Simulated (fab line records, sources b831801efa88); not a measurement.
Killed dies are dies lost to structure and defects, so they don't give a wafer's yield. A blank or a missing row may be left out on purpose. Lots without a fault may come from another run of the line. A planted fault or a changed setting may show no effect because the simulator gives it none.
Tool commonality check | flow sky130 | 15 lots, 54 wafers sampled

WHY IT WAS OPENED
At SKY_SONOS_TUNNEL_TW_MEAS_12 the reading SONOS_TUNNEL_TW is flagged on 3 of 15 lots. Wafers without a fault read 197.6, standard deviation 1.3.
Rule: a lot is flagged when every wafer of it that has a number lies more than 4 standard deviations from that mean, or none has a number. The other lots count as sound.

lot  | measured     | on            | SONOS_TUNNEL_TW, wafer by wafer     | flag
L207 | day 11 00:31 | film_metro-01 | 196.8 196.0 197.8                   |
L208 | day 11 11:11 | film_metro-01 | 196.4 195.9 195.6                   |
L211 | day 12 13:31 | film_metro-01 | 196.5 195.1 197.9                   |
L212 | day 12 21:44 | film_metro-01 | 196.4 195.6 195.5                   |
L213 | day 13 03:51 | film_metro-04 | 198.2 199.6 199.2                   |
L214 | day 13 08:31 | film_metro-04 | 198.4 197.6 198.9                   |
L217 | day 14 09:43 | film_metro-01 | 197.2 196.5 196.5                   |
L220 | day 15 09:57 | film_metro-04 | 213.8 215.1 214.0 213.5 214.8 213.9 | FLAGGED
L221 | day 15 17:32 | film_metro-04 | 214.7 215.2 213.9 214.4 213.7 214.4 | FLAGGED
L222 | day 16 04:03 | film_metro-04 | 212.2 212.6 213.4 212.7 213.4 214.0 | FLAGGED
L223 | day 17 10:26 | film_metro-01 | 196.4 196.0 196.1                   |
L226 | day 18 03:18 | film_metro-04 | 197.7 198.3 198.0                   |
L228 | day 18 16:22 | film_metro-02 | 198.6 197.2 197.9                   |
L227 | day 18 17:16 | film_metro-04 | 199.0 198.0 198.9                   |
L229 | day 18 20:31 | film_metro-01 | 196.6 195.2 196.2                   |
The numbers of the flagged lots are 213.9 on average: +16.3 against the usual, or +13 standard deviations.

WHICH TOOL RAN EACH LOT
The record holds 1 process step before the reading, out of a route of 708 steps. In each cell: the tool, then ch and the chambers that the sampled wafers went through, then the start.
lot  | flag    | SKY_VT_ADJUST_PCH_COAT_02
L207 |         | litho_track-03 ch 0, day 9 14:11
L208 |         | litho_track-03 ch 0, day 10 00:56
L211 |         | litho_track-03 ch 0, day 11 01:26
L212 |         | litho_track-01 ch 0, day 11 07:31
L213 |         | litho_track-02 ch 0, day 11 13:49
L214 |         | litho_track-02 ch 0, day 11 18:40
L217 |         | litho_track-03 ch 0, day 12 18:22
L220 | FLAGGED | litho_track-01, day 13 15:58
L221 | FLAGGED | litho_track-01, day 13 23:38
L222 | FLAGGED | litho_track-01, day 14 11:01
L223 |         | litho_track-01 ch 0, day 15 15:16
L226 |         | litho_track-02 ch 0, day 16 06:37
L228 |         | litho_track-03 ch 0, day 16 20:34
L227 |         | litho_track-01 ch 0, day 16 20:46
L229 |         | litho_track-01 ch 0, day 17 00:01
What these steps do:
- SKY_VT_ADJUST_PCH_COAT_02: resist thk 3000 nm.
- SKY_SONOS_TUNNEL_TW_MEAS_12

FLAGGED OVER TOTAL, TOOL BY TOOL (the gauges that took the reading come last)
step                        | tool           | lots run | flagged | share of the flagged lots | sound lots run after its first flagged lot
SKY_VT_ADJUST_PCH_COAT_02   | litho_track-01 | 7        | 3       | all                       | 3 (L223,L227,L229)
SKY_VT_ADJUST_PCH_COAT_02   | litho_track-02 | 3        | 0       | none                      | -
SKY_VT_ADJUST_PCH_COAT_02   | litho_track-03 | 5        | 0       | none                      | -
SKY_SONOS_TUNNEL_TW_MEAS_12 | film_metro-01  | 7        | 0       | none                      | -
SKY_SONOS_TUNNEL_TW_MEAS_12 | film_metro-02  | 1        | 0       | none                      | -
SKY_SONOS_TUNNEL_TW_MEAS_12 | film_metro-04  | 7        | 3       | all                       | 2 (L226,L227)

WHAT THE TABLE ALLOWS
2 rows of the table ran every flagged lot: litho_track-01 at SKY_VT_ADJUST_PCH_COAT_02, film_metro-04 at SKY_SONOS_TUNNEL_TW_MEAS_12.
- litho_track-01 at SKY_VT_ADJUST_PCH_COAT_02: 3 of its 7 lots flagged. Sound lots ran on it after the first flagged one (L223, L227, L229), which a lasting fault on the whole tool wouldn't allow. On the flagged lots its readings are blank where sound lots have values: chill_plate_temp_C, dispense_pressure_kPa, resist_line_temp_C.
- film_metro-04 at SKY_SONOS_TUNNEL_TW_MEAS_12: 3 of its 7 lots flagged. Sound lots ran on it after the first flagged one (L226, L227), which a lasting fault on the whole tool wouldn't allow.
No row of the table ran every flagged lot and no sound lot after the first.

WHAT THE SIMULATOR HAD PUT IN
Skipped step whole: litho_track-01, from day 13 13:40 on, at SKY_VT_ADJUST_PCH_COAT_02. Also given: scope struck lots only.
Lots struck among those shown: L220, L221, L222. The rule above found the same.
